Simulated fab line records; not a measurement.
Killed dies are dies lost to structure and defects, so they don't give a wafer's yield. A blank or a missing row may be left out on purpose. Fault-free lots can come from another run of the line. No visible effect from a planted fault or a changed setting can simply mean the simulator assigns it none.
A lot that was struck, set against a sound lot ; flow gf180mcu ; 15 steps out of a route of 602
Sound: wafers L206.1, L206.2, L206.4. The struck wafers were L216.1, L216.3, L216.6. Last of all comes the cause.
Order at every step that has rows: each side's tool, ch and its chambers, its first start. Under that, the readings that differ: sound wafers ; struck wafers ; difference of the means ; sigmas: that difference in standard deviations of wafers without a fault.
alike: readings whose means differ by less than 2 such deviations, and words and numbers that are the same on both sides. not compared: withheld readings, readings that some wafer has no value for, bounds like >300 that may hide the same value, and numbers for which the record gives no deviation and whose values overlap.
Wherever a step has rows on one side only, a row that says differs or no value, or a row with sigmas, the two part there. Numbers that have no deviation but don't overlap get no sigmas and don't part them. A reading that every wafer of one side lacks parts them only if that side has two wafers or more.

GF_STI_STRIP_15: strips in O2/N2.
  sound on plasma_asher-02 ch 0,1, day 2 18:08; struck on plasma_asher-03 ch 0,1, day 4 21:05
  alike: chamber_pressure_mTorr, drypump_motor_current_A, heater_power_w, o2_flow_sccm, oes_product_au, platen_temp_c, strip_time_to_endpoint_s
  not compared: rf_hours_counter_h
then, 6 steps without rows for these wafers: GF_STI_CLEAN_16 (cleans in dHF, time 25 s); GF_STI_WET_ETCH_17 (etches Si3N4 in H3PO4, target depth 45 nm, time 514 s); GF_STI_CLEAN_18 (cleans in SC1/SC2, time 150 s); GF_STI_CLEAN_19 (cleans in dHF, time 20 s); GF_STI_WET_ETCH_20 (etches SiO2 in dHF, target depth 20 nm, time 400 s); GF_STI_OXIDATION_21 (stabilise 600 s, purge 300 s, target thk 15 nm).
GF_STI_THK_MEAS_22:
  sound on film_metro-03, day 2 19:43; struck on film_metro-03, day 4 22:41
  alike: STI_OXIDATION_01_THK
then, 1 step without rows for these wafers: GF_STI_CVD_23 (deposits SiO2, target thk 650 nm, time 108.3 s).
GF_STI_THK_MEAS_24:
  sound on film_metro-02, day 2 19:51; struck on film_metro-02, day 4 22:50
  alike: STI_CVD_23_THK
GF_STI_CMP_25: polishes, stops on Si3N4, t overpolish 33 s, target thk 524.6 nm.
  sound on cmp-02 ch 1,2,3, day 2 19:55; struck on cmp-01 ch 1,2,3, day 4 22:53
  alike: motor_current_A, overpolish_run_s, time_to_endpoint_s
then, 1 step without rows for these wafers: GF_STI_WET_ETCH_26 (etches SiO2 in dHF, target depth 94 nm, time 188 s).
GF_STI_WET_ETCH_27: etches Si3N4 in H3PO4, target depth 160 nm, time 1825 s.
  sound on wet_bench-04 ch 0, day 2 20:16; struck on wet_bench-01 ch 2, day 4 23:15
reading;sound;struck;difference;sigmas
run_length_s (s);1850 1850 1850;1724 1724 1724;-126;-35
then, 1 step without rows for these wafers: GF_STI_WET_ETCH_28 (etches SiO2 in dHF, target depth 20 nm, time 40 s).
-- the record jumps here: 28 days lie between the struck wafers' starts before and after (it left off in module STI and takes up again in module PASSIVATION, whose first step shown is number 602 of the route) --
GF_PASSIVATION_PROBE_99:
  only the struck wafers here have rows in the record (prober-02, day 32 14:38); the sound ones have none

WHERE THEY PART
First at GF_STI_WET_ETCH_27; last, within this record, at GF_PASSIVATION_PROBE_99.

WHY: whatever the simulator had introduced
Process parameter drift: wet_bench-01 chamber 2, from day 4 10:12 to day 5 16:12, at GF_STI_WET_ETCH_27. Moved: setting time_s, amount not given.
